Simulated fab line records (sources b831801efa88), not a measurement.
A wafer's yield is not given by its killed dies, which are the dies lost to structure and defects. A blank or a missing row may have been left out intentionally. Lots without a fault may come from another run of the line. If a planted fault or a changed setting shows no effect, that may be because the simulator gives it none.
Which tool is to blame? | flow sky130 | 36 wafers sampled from 12 lots at 1 step of a route of 708

## WHAT EACH GAUGE READ, for each wafer
SKY_METAL2_RS_MEAS_05: measures by four-point-probe.
lot  | measured     | on            | METAL2_ALCU_RS (ohm/sq)
L075 | day 33 23:14 | film metro-03 | 0.1250 0.1274 0.1255
L077 | day 34 21:31 | film metro-02 | 0.1259 0.1267 0.1268
L079 | day 36 02:01 | film metro-03 | 0.1269 0.1271 0.1255
L081 | day 36 04:22 | film metro-01 | 0.1254 0.1273 0.1266
L083 | day 36 22:49 | film metro-01 | 0.1276 0.1273 0.1272
L085 | day 37 09:15 | film metro-03 | 0.1267 0.1280 0.1267
L087 | day 38 02:50 | film metro-01 | 0.1278 0.1270 0.1276
L089 | day 38 15:56 | film metro-03 | 0.1296 0.1270 0.1281
L091 | day 39 11:40 | film metro-03 | 0.1250 0.1267 0.1274
L093 | day 40 06:58 | film metro-02 | 0.1247 0.1251 0.1255
L094 | day 40 09:56 | film metro-01 | 0.1239 0.1244 0.1259
L097 | day 41 00:24 | film metro-03 | 0.1271 0.1273 0.1255

## WHAT TOOL EACH LOT RAN ON (gives the tool, then ch and the chambers of the sampled wafers, and finally the start)
The record holds no process step before these readings.

## THE ANSWER, worked out from the rows above alone
Rule: usual is defined by the lots themselves. Put in order of their means at a reading, lots are off if they are a third of the lots or fewer, leave a main group of 4 or more, and stand apart from it by a gap of 3 or more times the standard deviation of the main group's means; of several such gaps the widest counts. If all means in a main group match to the digits the tables above print for the reading, that group is not used. A lot without any number at a reading at which 4 lots or more have one is off too. Where the step has rows for the other lots, those lots are counted as sound.
No lot is off at any reading shown: from this, nothing can be told.

## WHAT THE SIMULATOR PUT IN
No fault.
